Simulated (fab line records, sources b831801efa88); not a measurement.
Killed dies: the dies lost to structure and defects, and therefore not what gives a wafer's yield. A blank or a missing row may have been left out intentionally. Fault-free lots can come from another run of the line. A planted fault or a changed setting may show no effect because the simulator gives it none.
fab line records	flow sky130
record: lots: 6	wafers: 18	last-day: 50
route steps=708 shown METAL4@637 VIA4@639 PAD_OPEN@708
lots untouched by any fault: they come from a run of this same line in which no faults occurred
start-h: hours from the record's opening day to when the first of the lot's shown wafers began	wait-h: hours elapsed since this lot's preceding step	" identical to the entry in the row above	L1.1+2: one row covering several wafers at once	- value missing, or start not given	* or withheld: withheld	< > ~ a bound
route shown NAME@n: NAME is a module with steps in the file, n the number in the route of the first one	usual: average and standard deviation across the fault-free wafers	same: alike in all rows	chamber/n: place in a boat	sites: each site's reading	_std_site: how widely they spread, as a standard deviation	_edge_site: inner sites' mean taken away from outer sites' mean	radius-mm: how far each site lies from the wafer's centre	mask NAME#n: copy n	behind: the tool/chamber that last shaped the wafer	hold: why the lot went on hold/how many hours it stayed there/how the hold came to an end	device: the transistor (n, p or np) that didn't switch	end of line: tests run on the same wafers once the route is complete	where a step has no rows: the recipe by itself	killed: count of dies lost to structure and defects at first sort (not the wafer's yield)	map: shows each die of a wafer: x if killed, . if not, _ if none is there
set.NAME: setting as actually run; set.NAME@STEP: the setting as run at that earlier step	model.NAME: the simulator's own value behind a step, which no gauge read
lots at some steps of the route; a table a step, a row a wafer
services: the hour from which a tool's chamber was out of use, counted from the record's first day as start-h (under 0 if before that day), plus the number of hours and why
== steps ==
step: SKY_METAL4_CLEAN_21
recipe: chemistry: IPA	time-s: 180	temp-c: 25
step: SKY_METAL4_CLEAN_22
recipe: chemistry: O3/DIW	dry: n2-spin
step: SKY_VIA4_HDPCVD_00
recipe: material: SiO2	target-thk-nm: 1750	sigma-open-frac: 0.3	time-s: 291.7	temp-c: 400	sih4-flow-sccm: 60	pressure-mtorr: 6
step: SKY_VIA4_THK_MEAS_01
recipe: reads: SiO2_of_VIA4_HDPCVD_00
usual: VIA4_HDPCVD_THK: 1755/20
lot.wafer	tool	chamber	start-h	wait-h	VIA4_HDPCVD_THK[nm]
L271.2	film-metro-01	-	1008.87	0.1	1726
L271.4	"	-	"	"	1733
L271.6	"	-	"	"	1700
L274.1	film-metro-02	-	1048.47	0.1	1756
L274.3	"	-	"	"	1748
L274.6	"	-	"	"	1747
L279.2	film-metro-04	-	1061.96	0.1	1759
L279.4	"	-	"	"	1775
L279.5	"	-	"	"	1750
L280.2	film-metro-04	-	1077.43	0.1	1730
L280.4	"	-	"	"	1768
L280.6	"	-	"	"	1745
L287.1	film-metro-04	-	1110.94	0.1	1749
L287.5	"	-	"	"	1741
L287.6	"	-	"	"	1737
L289.1	film-metro-04	-	1120.22	0.1	1733
L289.4	"	-	"	"	1714
L289.5	"	-	"	"	1721
step: SKY_VIA4_CMP_02
recipe: material: SiO2	down-force-psi: 4	platen-rpm: 60	pad-velocity-m-s: 0.94248
usual: head-pressure-psi: 4.001/0.0087	motor-current-A: 11.6/1	slurry-filter-dp-kPa: 13.49/0.14
lot.wafer	tool	chamber	start-h	wait-h	head-pressure-psi	motor-current-A	slurry-filter-dp-kPa
L271.2	cmp-02	0	1009.14	0.3	4.002	11.3	13.28
L271.4	"	2	"	"	4.009	11.2	13.80
L271.6	"	0	"	"	3.997	10.9	13.44
L274.1	cmp-02	2	1048.53	0.1	3.986	10.7	13.44
L274.3	"	3	"	"	4.013	13.1	13.65
L274.6	"	3	"	"	3.998	12.7	13.61
L279.2	cmp-01	3	1062.01	0.0	3.994	12.3	13.45
L279.4	"	1	"	"	3.994	10.6	13.46
L279.5	"	0	"	"	4.002	12.1	13.62
L280.4	cmp-02	1	1077.65	0.2	3.996	10.8	13.41
L280.2	"	2	"	"	4.000	10.6	13.50
L280.6	"	0	"	"	4.004	11.3	13.47
L287.1	cmp-02	2	1111.00	0.1	4.009	10.5	13.63
L287.6	"	2	"	"	4.008	10.8	13.50
L287.5	"	3	"	"	3.993	13.2	13.66
L289.4	cmp-01	1	1120.28	0.0	3.996	10.3	13.44
L289.1	"	0	"	"	3.998	11.9	13.53
L289.5	"	1	"	"	3.995	10.7	13.24
step: SKY_VIA4_BOW_MEAS_03
recipe: mode: bow
usual: VIA4_BOW: 82/7
lot.wafer	tool	chamber	start-h	wait-h	VIA4_BOW[um]
L271.2	film-metro-02	-	1009.41	0.2	80
L271.4	"	-	"	"	84
L271.6	"	-	"	"	83
L274.1	film-metro-04	-	1048.83	0.2	76
L274.3	"	-	"	"	76
L274.6	"	-	"	"	77
L279.2	film-metro-04	-	1062.33	0.3	94
L279.4	"	-	"	"	88
L279.5	"	-	"	"	77
L280.2	film-metro-02	-	1077.92	0.2	81
L280.4	"	-	"	"	83
L280.6	"	-	"	"	69
L287.1	film-metro-01	-	1111.30	0.2	87
L287.5	"	-	"	"	86
L287.6	"	-	"	"	95
L289.1	film-metro-04	-	1120.58	0.1	90
L289.4	"	-	"	"	86
L289.5	"	-	"	"	99
step: SKY_VIA4_DEHYDRATE_04
recipe: temp-c: 200	time-s: 60
step: SKY_VIA4_HMDS_05
recipe: prime-time-s: 60	prime-temp-c: 120
step: SKY_VIA4_COAT_06
recipe: resist: NOVOLAK	spin-rpm: 3000	resist-thk-nm: 1140
step: SKY_VIA4_SOFTBAKE_07
recipe: temp-c: 90	time-s: 60	resist: NOVOLAK
step: SKY_VIA4_EXPOSE_08
recipe: mask-id: VIM4	na: 0.6	source-shape: conventional	sigma-outer: 0.6	polarization: unpolarized	target-cd-nm: 800	dose-mj: 132
step: SKY_VIA4_PEB_09
recipe: temp-c: withheld	time-s: *	resist: NOVOLAK
step: SKY_VIA4_DEVELOP_10
recipe: resist: NOVOLAK	developer: TMAH	develop-time-s: 60	dev-temp-c: 23
lot.wafer	tool	chamber	start-h	wait-h
L271.2+4+6	litho-track-02	0	1030.99	0.1
L274.1+3+6	litho-track-01	0	1070.35	0.1
L279.2+4+5	litho-track-02	0	1083.29	0.1
L280.2+4+6	litho-track-02	0	1098.34	0.1
L287.1+5+6	litho-track-01	0	1130.25	0.1
L289.1+4+5	litho-track-01	0	1139.80	0.1
step: SKY_VIA4_OVL_MEAS_11
usual: VIA4_OVL: -1.5/1.6
lot.wafer	tool	chamber	start-h	wait-h	VIA4_OVL[nm]
L271.2	overlay-02	-	1031.12	0.1	-2.9
L271.4	"	-	"	"	-1.9
L271.6	"	-	"	"	-2.3
L274.1	overlay-02	-	1070.50	0.1	-1.7
L274.3	"	-	"	"	-3.8
L274.6	"	-	"	"	-1.5
L279.2	overlay-01	-	1083.42	0.1	-1.8
L279.4	"	-	"	"	-2.8
L279.5	"	-	"	"	-1.8
L280.2	overlay-01	-	1098.48	0.1	-1.7
L280.4	"	-	"	"	-3.6
L280.6	"	-	"	"	-0.8
L287.1	overlay-01	-	1130.40	0.1	0.3
L287.5	"	-	"	"	0.7
L287.6	"	-	"	"	-0.9
L289.1	overlay-01	-	1139.95	0.1	-4.9
L289.4	"	-	"	"	-3.2
L289.5	"	-	"	"	-4.6
step: SKY_VIA4_ETCH_12
recipe: target: SiO2	chemistry: C4F8/O2/Ar	stop-on: TiN	mask-material: NOVOLAK	source-w: 1500	bias-w: 1200	pressure-mtorr: 40	c4f8-flow-sccm: withheld	O2_flow_sccm: 6	Ar_flow_sccm: 300	time-s: withheld	target-depth-a: 5800
usual: oes-product-au: 0.925/0.0047
lot.wafer	tool	chamber	start-h	wait-h	oes-product-au	model.VIA4.cd-nm
L271.2	rie-diel-02	3	1031.15	0.0	0.932	803
L271.4	"	2	"	"	0.933	801.1
L271.6	"	3	"	"	0.922	800.4
L274.1	rie-diel-04	2	1070.54	0.0	0.925	799
L274.3	"	1	"	"	0.922	798.2
L274.6	"	3	"	"	0.928	797.9
L279.2	rie-diel-02	3	1083.45	0.0	0.924	763.4
L279.4	"	1	"	"	0.926	763.4
L279.5	"	0	"	"	0.922	766.3
L280.2	rie-diel-02	0	1098.51	0.0	0.924	761.8
L280.4	"	2	"	"	0.922	763
L280.6	"	2	"	"	0.927	761.6
L287.1	rie-diel-04	0	1130.43	0.0	0.929	798.9
L287.5	"	2	"	"	0.924	799.5
L287.6	"	1	"	"	0.926	799
L289.1	rie-diel-01	2	1139.98	0.0	0.927	802
L289.4	"	1	"	"	0.929	802.9
L289.5	"	0	"	"	0.921	802.6
step: SKY_VIA4_STRIP_13
recipe: chemistry: O2/N2	power-w: 1400	pressure-mtorr: 1500	platen-temp-c: withheld	o2-flow-sccm: 3000	n2-flow-sccm: 300	overash-fraction: 0.5
usual: drypump-motor-current-A: 5.5/0.48	oes-product-au: 0.709/0.0044	strip-time-to-endpoint-s: 12.81/0.031
lot.wafer	tool	chamber	start-h	wait-h	drypump-motor-current-A	oes-product-au	rf-hours-counter-h	strip-time-to-endpoint-s
L271.2	plasma-asher-03	1	1031.23	-	5.5	0.714	58	12.83
L271.4	"	0	"	"	6.0	0.708	-	12.78
L271.6	"	0	"	"	6.0	0.707	-	12.77
L274.1	plasma-asher-03	0	1070.61	-	6.0	0.718	62	12.83
L274.3	"	0	"	"	6.0	0.711	-	12.79
L274.6	"	1	"	"	5.5	0.710	-	12.80
L279.2	plasma-asher-02	1	1083.53	-	4.7	0.714	33	12.85
L279.4	"	1	"	"	4.7	0.710	-	12.82
L279.5	"	1	"	"	4.7	0.717	-	12.81
L280.2	plasma-asher-01	1	1098.58	-	5.5	0.715	100	12.80
L280.4	"	0	"	"	5.4	0.715	-	12.84
L280.6	"	1	"	"	5.5	0.713	-	12.82
L287.1	plasma-asher-01	1	1130.51	-	5.5	0.712	102	12.80
L287.5	"	1	"	"	5.5	0.705	-	12.85
L287.6	"	0	"	"	5.4	0.703	-	12.91
L289.1	plasma-asher-02	0	1140.06	-	5.8	0.705	38	12.77
L289.4	"	0	"	"	5.8	0.702	-	12.81
L289.5	"	0	"	"	5.8	0.715	-	12.84
step: SKY_PAD_OPEN_PROBE_99
usual: defect-limited-yield: 82.2/1.8	killed_at_M0_to_M3: 44/7.1	killed_at_M4_up: 3.1/1.9	killed-at-contacts: 25/5.8	killed-at-front-end: 16/4.5	killed-at-other: 0.3/0.52	killed-dies: 88/9.1	killed-open: 48/6.8	killed-short: 39/5.8	sort_bin_3_pad_short: 0.9/0.4	sort_bin_5_function: 10.6/1.4	sort_bin_6_memory: 6.3/1.1	sort-n-pass: 404/9.1	sort-yield-pct: 82.2/1.8
same: gross-dies: 492	killed-at-back-side: 0	sort_bin_4_leakage[%]: 0	sort_bin_8_speed[%]: 0
lot.wafer	tool	chamber	start-h	wait-h	defect-limited-yield[%]	killed_at_M0_to_M3	killed_at_M4_up	killed-at-contacts	killed-at-front-end	killed-at-other	killed-dies	killed-open	killed-short	sort_bin_3_pad_short[%]	sort_bin_5_function[%]	sort_bin_6_memory[%]	sort-n-pass	sort-yield-pct[%]	model.etest.via4-chain.rc-ohm
L271.2	prober-01	-	1101.26	0.1	83.5	41	1	17	21	1	81	45	36	1.0	10.8	4.7	411	83.5	0.7942
L271.4	prober-01	-	1101.36	0.2	85.2	33	2	25	13	0	73	37	36	1.2	9.1	4.5	419	85.2	0.8217
L271.6	prober-01	-	1101.46	0.2	84.8	36	2	20	17	0	75	43	32	1.2	8.9	5.1	417	84.8	0.7929
L274.1	prober-02	-	1135.52	0.1	83.3	39	4	29	9	1	82	48	34	1.6	9.8	5.3	410	83.3	0.8179
L274.3	prober-02	-	1135.62	0.2	84.3	37	1	30	9	0	77	34	43	1.0	10.0	4.7	415	84.3	0.8
L274.6	prober-02	-	1135.77	0.2	83.3	43	3	22	14	0	82	48	34	0.6	8.9	7.1	410	83.3	0.7923
L279.2	prober-01	-	1148.01	0.1	81.5	42	3	31	15	0	91	56	35	1.2	10.2	7.1	401	81.5	0.8623
L279.4	prober-01	-	1148.11	0.2	84.6	28	2	15	31	0	76	37	39	0.6	9.1	5.7	416	84.6	0.8495
L279.5	prober-01	-	1148.16	0.2	83.7	37	1	24	18	0	80	45	35	0.6	10.0	5.7	412	83.7	0.8851
L280.2	prober-01	-	1161.17	0.1	81.3	49	7	26	9	1	92	47	45	0.6	11.8	6.3	400	81.3	0.8584
L280.4	prober-01	-	1161.27	0.2	81.5	55	1	20	15	0	91	44	47	1.2	10.2	7.1	401	81.5	0.8287
L280.6	prober-01	-	1161.37	0.2	80.9	49	2	23	18	2	94	55	39	0.8	11.8	6.5	398	80.9	0.8792
L287.1	prober-01	-	1187.96	0.1	84.1	41	4	22	11	0	78	44	34	1.2	8.7	5.9	414	84.1	0.777
L287.5	prober-01	-	1188.16	0.2	81.1	61	1	19	12	0	93	59	34	0.6	11.8	6.5	399	81.1	0.7876
L287.6	prober-01	-	1188.21	0.2	84.6	37	3	21	14	1	76	41	35	1.6	8.9	4.9	416	84.6	0.8049
L289.1	prober-01	-	1196.02	0.1	81.1	45	2	25	21	0	93	42	51	1.0	12.0	5.9	399	81.1	0.7718
L289.4	prober-01	-	1196.17	0.2	80.1	38	3	41	16	0	98	65	32	0.8	11.8	7.3	394	80.1	0.77
L289.5	prober-01	-	1196.22	0.2	79.3	50	3	30	19	0	102	51	51	1.0	11.6	8.1	390	79.3	0.7985
killed by level:class
L271.2 VIA1:geometric-particle:open=10 LI_CONTACT:geometric-particle:open=6 METAL2:geometric-particle:short=6 FIELD_ISO:geometric-particle:open=5 POLY_GATE:geometric-particle:open=5 VIA1:geometric-particle:short=5 VIA3:geometric-particle:open=5 POLY_GATE:geometric-particle:short=4
L271.4 CONTACT:geometric-particle:open=9 VIA1:geometric-particle:short=7 VIA3:geometric-particle:open=7 LI_CONTACT:geometric-particle:open=6 METAL1:geometric-particle:short=5 CONTACT:geometric-particle:short=4 FIELD_ISO:geometric-particle:open=3 POLY_GATE:geometric-particle:open=3
L271.6 LI_CONTACT:geometric-particle:open=11 VIA1:geometric-particle:open=7 METAL2:geometric-particle:short=7 FIELD_ISO:geometric-particle:open=5 VIA1:geometric-particle:short=5 VIA3:geometric-particle:open=5 VIA2:geometric-particle:open=4 VIA3:geometric-particle:short=4
L274.1 CONTACT:geometric-particle:open=15 VIA1:geometric-particle:open=10 VIA3:geometric-particle:open=9 CONTACT:geometric-particle:short=7 VIA1:geometric-particle:short=5 FIELD_ISO:geometric-particle:short=4 VIA2:geometric-particle:open=4 METAL1:geometric-particle:short=3
L274.3 LOCAL_INTERCONNECT:geometric-particle:short=9 VIA1:geometric-particle:open=8 VIA3:geometric-particle:open=7 CONTACT:geometric-particle:open=7 METAL1:geometric-particle:short=6 LI_CONTACT:geometric-particle:short=5 CONTACT:geometric-particle:short=5 POLY_GATE:geometric-particle:short=3
L274.6 VIA3:geometric-particle:open=9 VIA1:geometric-particle:open=8 CONTACT:geometric-particle:open=7 METAL1:geometric-particle:short=6 CONTACT:geometric-particle:short=6 FIELD_ISO:geometric-particle:open=5 VIA1:geometric-particle:short=5 LOCAL_INTERCONNECT:geometric-particle:short=4
L279.2 VIA1:geometric-particle:open=13 CONTACT:geometric-particle:open=12 LI_CONTACT:geometric-particle:open=9 VIA2:geometric-particle:open=6 CONTACT:geometric-particle:short=5 VIA3:geometric-particle:open=5 FIELD_ISO:geometric-particle:open=4 POLY_GATE:geometric-particle:open=4
L279.4 VIA1:geometric-particle:open=10 FIELD_ISO:geometric-particle:short=8 POLY_GATE:geometric-particle:short=7 POLY_GATE:geometric-particle:open=6 VIA3:geometric-particle:open=5 FIELD_ISO:geometric-particle:open=4 VIA1:geometric-particle:short=4 SPACER:geometric-particle:short=4
L279.5 METAL2:geometric-particle:short=10 CONTACT:geometric-particle:open=8 VIA1:geometric-particle:open=6 VIA2:geometric-particle:open=6 LI_CONTACT:geometric-particle:open=5 LOCAL_INTERCONNECT:geometric-particle:short=5 VIA3:geometric-particle:open=5 FIELD_ISO:geometric-particle:open=4
L280.2 CONTACT:geometric-particle:open=11 VIA1:geometric-particle:open=8 VIA3:geometric-particle:open=8 VIA2:geometric-particle:open=6 METAL2:geometric-particle:short=5 VIA1:geometric-particle:short=5 VIA3:geometric-particle:short=5 LI_CONTACT:geometric-particle:short=5
L280.4 VIA1:geometric-particle:open=12 VIA2:geometric-particle:open=10 CONTACT:geometric-particle:open=8 FIELD_ISO:geometric-particle:short=6 CONTACT:geometric-particle:short=6 VIA1:geometric-particle:short=6 METAL2:geometric-particle:short=6 VIA2:geometric-particle:short=6
L280.6 VIA3:geometric-particle:open=12 LI_CONTACT:geometric-particle:open=10 VIA1:geometric-particle:open=8 VIA2:geometric-particle:open=7 METAL1:geometric-particle:short=6 CONTACT:geometric-particle:open=5 FIELD_ISO:geometric-particle:open=4 POLY_GATE:geometric-particle:short=4
L287.1 CONTACT:geometric-particle:open=12 VIA1:geometric-particle:open=11 METAL2:geometric-particle:short=7 VIA3:geometric-particle:open=6 VIA2:geometric-particle:short=5 FIELD_ISO:geometric-particle:short=4 POLY_GATE:geometric-particle:open=4 CONTACT:geometric-particle:short=4
L287.5 VIA1:geometric-particle:open=18 LI_CONTACT:geometric-particle:open=8 METAL1:geometric-particle:short=8 METAL2:geometric-particle:short=8 CONTACT:geometric-particle:open=7 VIA3:geometric-particle:open=6 VIA1:geometric-particle:short=5 VIA2:geometric-particle:open=5
L287.6 METAL2:geometric-particle:short=9 CONTACT:geometric-particle:open=9 VIA1:geometric-particle:open=9 LI_CONTACT:geometric-particle:open=6 LOCAL_INTERCONNECT:geometric-particle:short=6 VIA2:geometric-particle:open=5 POLY_GATE:geometric-particle:short=4 POLY_GATE:geometric-particle:open=3
L289.1 VIA1:geometric-particle:open=10 METAL1:geometric-particle:short=8 FIELD_ISO:geometric-particle:open=7 FIELD_ISO:geometric-particle:short=6 CONTACT:geometric-particle:open=6 LI_CONTACT:geometric-particle:open=5 LI_CONTACT:geometric-particle:short=5 LOCAL_INTERCONNECT:geometric-particle:short=5
L289.4 CONTACT:geometric-particle:open=17 VIA1:geometric-particle:open=12 LI_CONTACT:geometric-particle:open=11 CONTACT:geometric-particle:short=7 POLY_GATE:geometric-particle:open=6 LOCAL_INTERCONNECT:geometric-particle:short=5 METAL2:geometric-particle:short=5 VIA3:geometric-particle:open=5
L289.5 VIA1:geometric-particle:open=14 METAL2:geometric-particle:short=9 CONTACT:geometric-particle:open=8 FIELD_ISO:geometric-particle:short=6 LI_CONTACT:geometric-particle:short=6 LI_CONTACT:geometric-particle:open=6 LOCAL_INTERCONNECT:geometric-particle:short=6 VIA1:geometric-particle:short=5
== services ==
tool	chamber	start-h	hours	kind
rie-diel-01	2	989.92	17.1	repair
cmp-01	-	1000.66	0.3	repair
plasma-asher-03	-	1008.80	0.3	repair
plasma-asher-01	-	1015.50	2.8	pm
plasma-asher-02	-	1020.36	15.6	pm
cmp-02	-	1021.85	4.3	pm
rie-diel-02	-	1026.19	1.0	repair
cmp-01	-	1039.16	4.1	pm
rie-diel-04	0	1061.73	29.8	repair
rie-diel-01	0	1066.99	7.0	repair
rie-diel-01	3	1073.34	2.6	repair
plasma-asher-01	-	1078.17	1.4	repair
cmp-02	-	1084.28	4.0	pm
cmp-02	-	1088.28	-	consumable-replace:conditioner
rie-diel-04	-	1095.09	1.6	repair
rie-diel-04	1	1099.32	3.7	repair
cmp-01	-	1101.44	6.3	repair
plasma-asher-01	-	1104.63	1.1	repair
plasma-asher-01	-	1106.20	2.6	repair
plasma-asher-01	-	1109.19	2.4	repair
rie-diel-02	-	1126.00	62.5	repair
cmp-01	-	1126.00	1.5	repair
rie-diel-04	1	1136.34	1.3	repair
cmp-02	-	1137.78	0.5	repair
== key ==
first-sign none at tools or gauges
model-effect: step: SKY_VIA4_ETCH_12	value: VIA4.cd-nm	without: 798.3	struck: 763.2
model-effect: step: SKY_PAD_OPEN_PROBE_99	value: etest.via4-chain.rc-ohm	without: 0.8017	struck: 0.8605
met-at SKY_VIA4_DEVELOP_10
struck-wafers L279.2,L279.4,L279.5,L280.2,L280.4,L280.6
onset-between 1030.99 1083.29
also-fits SKY_VIA4_ETCH_12:rie-diel-02
fault: kind: process-parameter-drift	tool: litho-track-02	chamber: -	onset-h: 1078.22	steps: SKY_VIA4_DEVELOP_10	channel: develop-time-s	offset: *	shape: step	end-h: 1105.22	acts-in: *	stated: *
